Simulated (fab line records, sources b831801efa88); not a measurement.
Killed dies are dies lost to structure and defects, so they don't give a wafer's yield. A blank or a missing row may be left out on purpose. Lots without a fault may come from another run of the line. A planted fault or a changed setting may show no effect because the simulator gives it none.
One fault seen from 2 desks | flow sky130 | each desk has only its own numbers; what lay behind them comes last

THE METROLOGY DESK
What the gauges read, lot by lot, whatever tool the lot ran on: means of the sampled wafers that have a number. A lot is out of limits, marked OUT, if its mean lies more than 4 standard deviations from the usual mean; the brackets give that distance.
Columns: A = cd_nm at SKY_VT_ADJUST_NCORE_CD_MEAS_07, usual 380 nm
lot  | first seen here | A
L709 | day 8 12:38     | 377
L710 | day 8 14:46     | 384
L711 | day 8 22:18     | 376
L714 | day 9 19:13     | 378
L715 | day 10 03:58    | 379
L719 | day 11 15:58    | 373
L718 | day 11 16:51    | 381
L726 | day 13 12:01    | 384
L728 | day 14 07:16    | 380
L729 | day 14 09:20    | 382
L730 | day 14 16:47    | 373
L732 | day 15 08:59    | 379
This desk's finding: nothing out of limits on any of the 12 lots.

THE TOOL OWNER'S DESK: litho_track-03
The tool's own readings at SKY_VT_ADJUST_HVTR_COAT_02 (resist thk 1140 nm): means of the sampled wafers that have a number, for each lot that ran on this tool. A lot is out of limits, marked OUT, if its mean lies more than 4 standard deviations from the usual mean; the brackets give that distance.
Columns: A = spin_speed_rpm at SKY_VT_ADJUST_HVTR_COAT_02, usual 3000.3 rpm
lot  | first seen here | A
L710 | day 9 00:40     | 2999.5
L715 | day 10 14:46    | 3000.6
L719 | day 12 04:14    | 3170.1 (+99 or more) OUT
L718 | day 12 05:10    | 3168.6 (+99) OUT
This desk's finding: out of limits on L718, L719; first on L719, day 12 04:14 (spin_speed_rpm at SKY_VT_ADJUST_HVTR_COAT_02). In limits: L710, L715.

PUT TOGETHER
The tool owner's desk could have raised an alarm at day 12 04:14, on L718, L719.
The metrology desk saw nothing out of limits.
The metrology desk has L718, L719 on record, within its limits.
Of the lots named, all ran SKY_VT_ADJUST_HVTR_COAT_02 on litho_track-03.

WHAT THE SIMULATOR HAD PUT IN
Process parameter drift: litho_track-03, from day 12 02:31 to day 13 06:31, at SKY_VT_ADJUST_HVTR_COAT_02. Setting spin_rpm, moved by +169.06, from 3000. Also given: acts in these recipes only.
Lots struck among those shown: L718, L719.
Hours from the fault's start to each desk's first reading out of limits: the tool owner's desk, 2.
